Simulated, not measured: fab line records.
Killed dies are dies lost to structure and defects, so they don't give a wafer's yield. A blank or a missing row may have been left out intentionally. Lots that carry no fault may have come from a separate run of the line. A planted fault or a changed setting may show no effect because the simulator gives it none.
A struck lot beside a sound one :: flow sky130 :: 35 steps out of a route of 708
Sound: the wafers L570.1, L570.2, L570.4. The struck wafers were L566.1, L566.2, L566.6. Last of all comes the cause.
Each step with rows lists, per side, the tool, then ch with its chambers, then its first start. Under that, the readings that differ: sound wafers :: struck wafers :: difference of the means :: sigmas: that difference in standard deviations of wafers without a fault.
alike: same words and numbers on both sides, and readings whose means sit less than 2 such deviations apart. not compared: any withheld reading, any reading some wafer has no value for, any bound like >300 that may hide the same value, and any number with overlapping values for which the record gives no deviation.
Wherever a step has rows on one side only, a row that says differs or no value, or a row with sigmas, the two part there. Numbers that don't overlap but have no deviation are shown without sigmas and don't part them. Lack of a reading on every wafer of one side parts them only where that side has two or more wafers.

first, 6 steps without rows for these wafers: SKY_PWDE_HMDS_01 (prime time 60 s); SKY_PWDE_COAT_02 (resist thk 3000 nm); SKY_PWDE_SOFTBAKE_03; SKY_PWDE_EXPOSE_04 (exposes mask PWDEM, target cd 840 nm); SKY_PWDE_PEB_05; SKY_PWDE_DEVELOP_06 (develop time 60 s).
SKY_PWDE_OVL_MEAS_07:
  sound on overlay-01, day 8 12:46; struck on overlay-01, day 7 14:07
  alike: PWDE_OVL
then, 1 step without rows for these wafers: SKY_PWDE_IMPLANT_08.
SKY_PWDE_STRIP_09: strips in O2/N2.
  sound on plasma_asher-04 ch 0,1, day 8 12:57; struck on plasma_asher-01 ch 0,1, day 7 14:18
  alike: drypump_motor_current_A, oes_product_au, strip_time_to_endpoint_s
  not compared: rf_hours_counter_h
SKY_PWDE_TW_MEAS_10:
  sound on film_metro-02, day 8 13:03; struck on film_metro-01, day 7 14:24
reading: PWDE_TW
sound: 374 374 375
struck: 384 384 386
difference: +10
sigmas: +2
then, 2 steps without rows for these wafers: SKY_NWELL_DEHYDRATE_03 (time 60 s); SKY_NWELL_HMDS_04 (prime time 60 s).
SKY_NWELL_COAT_05: resist thk 3000 nm.
  sound on litho_track-03 ch 0, day 8 23:40; struck on litho_track-04, day 8 00:49
  no value came back on the struck wafers for chill_plate_temp_C (C), dispense_pressure_kPa (kPa); on the sound wafers chill_plate_temp_C (C) reads 22.91 22.94 22.88
then, 4 steps without rows for these wafers: SKY_NWELL_SOFTBAKE_06; SKY_NWELL_EXPOSE_07 (exposes mask NWM, target cd 840 nm); SKY_NWELL_PEB_08; SKY_NWELL_DEVELOP_09 (develop time 60 s).
SKY_NWELL_OVL_MEAS_10:
  sound on overlay-02, day 9 10:31; struck on overlay-01, day 8 11:07
reading: NWELL_00_OVL (nm)
sound: -3.3 -2.2 -2.6
struck: - - -
difference: no value on the struck wafers
sigmas: 
then, 3 steps without rows for these wafers: SKY_NWELL_IMPLANT_11; SKY_NWELL_IMPLANT_12; SKY_NWELL_IMPLANT_13.
SKY_NWELL_STRIP_14: strips in O2/N2.
  sound on plasma_asher-01 ch 0,1, day 9 11:00; struck on plasma_asher-01 ch 0,1, day 8 11:36
  no value came back on the struck wafers for oes_product_au (a.u.), strip_time_to_endpoint_s (s); on the sound wafers oes_product_au (a.u.) reads 0.724 0.716 0.706
  alike: drypump_motor_current_A
  not compared: rf_hours_counter_h
SKY_NWELL_TW_MEAS_15:
  sound on film_metro-01, day 9 11:06; struck on film_metro-03, day 8 11:42
  alike: NWELL_TW
then, 7 steps without rows for these wafers: SKY_NWELL_DEHYDRATE_16 (time 60 s); SKY_NWELL_HMDS_17 (prime time 60 s); SKY_NWELL_COAT_18 (resist thk 3000 nm); SKY_NWELL_SOFTBAKE_19; SKY_NWELL_EXPOSE_20 (exposes mask NWM COMPLEMENT, target cd 840 nm); SKY_NWELL_PEB_21; SKY_NWELL_DEVELOP_22 (develop time 60 s).
SKY_NWELL_OVL_MEAS_23:
  sound on overlay-02, day 10 09:28; struck on overlay-02, day 9 09:31
  alike: NWELL_01_OVL
then, 1 step without rows for these wafers: SKY_NWELL_IMPLANT_24.
SKY_NWELL_STRIP_25: strips in O2/N2.
  sound on plasma_asher-03 ch 0,1, day 10 09:39; struck on plasma_asher-01 ch 0,1, day 9 10:33
reading: strip_time_to_endpoint_s (s)
sound: 36.83 36.87 36.96
struck: 37.17 37.17 37.13
difference: +0.27
sigmas: +3
  alike: drypump_motor_current_A, oes_product_au
  not compared: rf_hours_counter_h
SKY_NWELL_TW_MEAS_26:
  sound on film_metro-02, day 10 09:45; struck on film_metro-01, day 9 10:39
reading: NWELL_2_TW
sound: 500 500 497
struck: 1866 1871 1869
difference: +1370
sigmas: +99 or more
then, 1 step without rows for these wafers: SKY_NWELL_CLEAN_27 (cleans in SC1/SC2, time 150 s).

WHERE THEY PART
First at SKY_PWDE_TW_MEAS_10; last, within this record, at SKY_NWELL_TW_MEAS_26.

WHY: what the simulator had put in
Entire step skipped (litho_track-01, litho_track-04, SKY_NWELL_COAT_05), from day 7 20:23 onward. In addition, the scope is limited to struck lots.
